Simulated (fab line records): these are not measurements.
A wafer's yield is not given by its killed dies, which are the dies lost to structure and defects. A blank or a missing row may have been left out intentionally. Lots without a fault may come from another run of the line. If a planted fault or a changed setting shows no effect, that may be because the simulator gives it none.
Chamber matching -- flow sky130 -- rie_diel-02 running SKY_SPACER_ETCHBACK_02: 4 sister chambers
The step etches Si3N4 in CH3F/O2, stops on SiO2, time 46.7 s, target depth 45 nm. 8 wafers are shown with their chamber, then 7 later ones without.

WAFERS PAIRED WITH THEIR CHAMBERS
wafer,chamber,drypump_motor_current_A (A),run_length_s (s)
L726.2,3,5.2,75.3
L726.3,0,5.4,75.7
L727.1,0,5.4,75.3
L729.2,2,5.2,74.2
L729.5,2,5.1,74.6
L729.6,1,6.5,74.6
L734.2,1,6.5,75.3
L734.4,3,5.2,75.3

WAFERS WITH NO CHAMBER GIVEN
wafer,drypump_motor_current_A (A),run_length_s (s)
L734.5,5.2,75.7
L736.3,5.2,75.7
L736.4,5.4,75.4
L736.5,5.2,74.7
L739.3,6.5,74.9
L739.6,5.2,75.4
L742.3,5.1,74.6

WHICH CHAMBER EACH WENT THROUGH
wafer,from the rows above,in truth
L734.5,3,3
L736.3,3,3
L736.4,0,0
L736.5,can't be placed: 2 or 3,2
L739.3,1,1
L739.6,3,3
L742.3,2,2
Correctly placed: 6 of 7. Unplaceable from these rows: 1, with the true chamber sitting among the candidates in 1. Number placed wrongly: 0.
How it was worked out, from the rows above alone: a wafer's distance from a chamber is the root of the sum, over the readings, of the square of ((its reading less the chamber's mean) divided by the reading's scatter). The wafer belongs to the nearest chamber; if the next one is less than 2 further off, it can't be placed. The mean given for a chamber averages the wafers shown for that chamber. The scatter: the root of (the sum of the squares of (reading less its chamber's mean) over the shown wafers, divided by (wafers less chambers)).
